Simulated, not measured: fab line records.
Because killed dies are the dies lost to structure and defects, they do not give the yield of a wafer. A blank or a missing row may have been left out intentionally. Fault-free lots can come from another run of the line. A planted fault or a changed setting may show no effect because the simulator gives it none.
Commonality check across tools -- flow gf180mcu -- Sampled: 11 lots, 33 wafers

WHAT PROMPTED THE OPENING
At GF_V3_RS_MEAS_24 the reading V3_W_RS is flagged on 2 of 11 lots. Fault-free wafers read 0.327 ohm/sq, with a standard deviation of 0.0035.
Rule: a lot gets a flag if all its wafers with a number sit over 4 standard deviations from that mean, or if no wafer of it has a number. All remaining lots are regarded as sound.

lot,measured,on,"V3_W_RS (ohm/sq), wafer by wafer",flag
L517,day 22 10:36,filmMetro-02,0.329 0.325 0.335,
L520,day 23 18:50,filmMetro-04,0.324 0.331 0.322,
L524,day 25 00:12,filmMetro-03,0.327 0.327 0.325,
L525,day 25 08:14,filmMetro-04,0.333 0.330 0.328,
L526,day 25 19:28,filmMetro-04,0.326 0.330 0.325,
L527,day 26 00:53,filmMetro-04,0.324 0.325 0.325,
L528,day 26 17:38,filmMetro-02,0.324 0.323 0.322,
L532,day 27 16:24,filmMetro-02,0.327 0.331 0.330,
L533,day 27 19:07,filmMetro-02,0.322 0.331 0.328,
L536,day 28 21:35,filmMetro-02,0.266 0.265 0.268,FLAGGED
L537,day 29 01:07,filmMetro-03,0.267 0.267 0.272,FLAGGED
On average the flagged lots' numbers are 0.268 ohm/sq, which is -0.059 ohm/sq against the usual, or -17 standard deviations.

EACH LOT AND THE TOOL IT RAN ON
Before the reading, the record contains 3 process steps out of a 602-step route. Each cell gives the tool, then ch followed by the chambers the sampled wafers passed through, then the start.
lot,flag,GF_V2_SPUTTER_22,GF_M3_SPUTTER_02,GF_V3_CVD_23
L517,,"pvdSputter-02, day 20 07:37","pvdSputter-04, day 20 08:23","cvdW-02 ch 0,1, day 22 10:29"
L520,,"pvdSputter-04, day 21 17:05","pvdSputter-02, day 21 17:51","cvdW-02 ch 0,1, day 23 18:43"
L524,,"pvdSputter-02, day 23 01:55","pvdSputter-04, day 23 02:41","cvdW-02 ch 0,1, day 25 00:05"
L525,,"pvdSputter-01, day 23 08:28","pvdSputter-04, day 23 09:14","cvdW-02 ch 0, day 25 08:08"
L526,,"pvdSputter-04, day 23 19:57","pvdSputter-02, day 23 20:43","cvdW-02 ch 0,1, day 25 19:20"
L527,,"pvdSputter-04, day 24 02:44","pvdSputter-03, day 24 03:30","cvdW-01 ch 0,1, day 26 00:46"
L528,,"pvdSputter-04, day 24 20:13","pvdSputter-03, day 24 21:08","cvdW-02 ch 0,1, day 26 17:32"
L532,,"pvdSputter-04, day 25 19:39","pvdSputter-03, day 25 20:25","cvdW-01 ch 0,1, day 27 16:16"
L533,,"pvdSputter-02, day 25 22:30","pvdSputter-03, day 25 23:16","cvdW-01 ch 0,1, day 27 18:59"
L536,FLAGGED,"pvdSputter-04, day 27 03:47","pvdSputter-03, day 27 04:34","cvdW-02 ch 0,1, day 28 21:28"
L537,FLAGGED,"pvdSputter-01, day 27 06:56","pvdSputter-02, day 27 07:42","cvdW-02 ch 0,1, day 29 00:59"
These steps, and what they do:
- GF_V2_SPUTTER_22: material TiN, target thk 10 nm, time 40 s.
- GF_M3_SPUTTER_02: material AlCu, target thk 450 nm, time 23.9 s.
- GF_V3_CVD_23: deposits W, target thk 350 nm, time 104.9 s.
- GF_V3_RS_MEAS_24: measures by four-point-probe.

FLAGGED OVER TOTAL, TOOL BY TOOL (the gauges that took the reading come last)
step,tool,lots run,flagged,share of the flagged lots,sound lots run after its first flagged lot
GF_V2_SPUTTER_22,pvdSputter-01,2,1,some,0
GF_V2_SPUTTER_22,pvdSputter-02,3,0,none,-
GF_V2_SPUTTER_22,pvdSputter-04,6,1,some,0
GF_M3_SPUTTER_02,pvdSputter-02,3,1,some,0
GF_M3_SPUTTER_02,pvdSputter-03,5,1,some,0
GF_M3_SPUTTER_02,pvdSputter-04,3,0,none,-
GF_V3_CVD_23,cvdW-01,3,0,none,-
GF_V3_CVD_23,cvdW-02,8,2,all,0
GF_V3_RS_MEAS_24,filmMetro-02,5,1,some,0
GF_V3_RS_MEAS_24,filmMetro-03,2,1,some,0
GF_V3_RS_MEAS_24,filmMetro-04,4,0,none,-

THE TABLE: WHAT IT ALLOWS
Rows of the table that ran each flagged lot: 1, that is cvdW-02 at GF_V3_CVD_23.
- cvdW-02 at GF_V3_CVD_23 ran 8 lots, 2 of them flagged. A fault beginning between L528 (day 26 17:32), its last sound lot, and L536 (day 28 21:28), its first flagged one, fits the data. Its own readings lie more than 4 standard deviations out on every wafer of the flagged lots: susceptorTempC.
One tool is left: cvdW-02 at GF_V3_CVD_23.

WHAT THE SIMULATOR PUT IN
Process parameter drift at GF_V3_CVD_23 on cvdW-02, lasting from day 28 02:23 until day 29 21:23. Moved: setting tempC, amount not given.
Lots struck among those shown: L536, L537. This agrees with what the rule above found.
